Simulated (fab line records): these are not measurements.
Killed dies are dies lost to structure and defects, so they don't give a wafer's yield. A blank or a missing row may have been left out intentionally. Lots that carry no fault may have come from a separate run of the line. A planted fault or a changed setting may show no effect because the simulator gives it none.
Matching of chambers | flow gf180mcu | 4 sister chambers for GF_STI_CMP_25 on cmp-01
The step polishes, stops on Si3N4, t overpolish 33 s, target thk 524.6 nm. 8 wafers are shown with their chamber, then 7 later ones without.

EACH WAFER AND ITS CHAMBER
wafer  | chamber | head_pressure_psi (psi) | motor_current_A (A)
L354.2 | 1       | 3.991                   | 13.5
L354.6 | 2       | 4.014                   | 12.9
L356.6 | 2       | 4.015                   | 11.9
L365.2 | 0       | 3.994                   | 11.3
L365.4 | 3       | 3.995                   | 11.9
L365.5 | 0       | 3.989                   | 11.6
L370.1 | 1       | 4.002                   | 13.6
L370.2 | 3       | 4.005                   | 11.9

WAFERS WITH NO CHAMBER GIVEN
wafer  | head_pressure_psi (psi) | motor_current_A (A)
L370.3 | 4.014                   | 12.9
L373.2 | 3.998                   | 12.4
L373.4 | 4.000                   | 11.7
L373.5 | 4.002                   | 11.0
L376.1 | 3.997                   | 12.8
L376.3 | 4.010                   | 11.8
L376.5 | 3.994                   | 13.4

THE CHAMBER EACH PASSED THROUGH
wafer  | from the rows above               | in truth
L370.3 | 2                                 | 2
L373.2 | can't be placed: 3 or 0 or 2 or 1 | 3
L373.4 | can't be placed: 3 or 0           | 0
L373.5 | can't be placed: 0 or 3           | 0
L376.1 | can't be placed: 1 or 3 or 2 or 0 | 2
L376.3 | can't be placed: 2 or 3 or 0      | 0
L376.5 | 1                                 | 1
2 of 7 placed correctly. Cannot be placed on the basis of these rows: 5; the candidates contain the true chamber in 5. Number placed wrongly: 0.
How it was worked out, from the rows above alone: a wafer's distance from a chamber is the root of the sum, over the readings, of the square of ((its reading less the chamber's mean) divided by the reading's scatter). If the next closest chamber is less than 2 further off than the closest, the wafer can't be placed; otherwise it belongs to the closest. Each chamber's mean is taken over the wafers shown for it. The scatter: take each reading less its chamber's mean, square it, sum over the shown wafers, divide by the number of wafers less the number of chambers, and take the root.
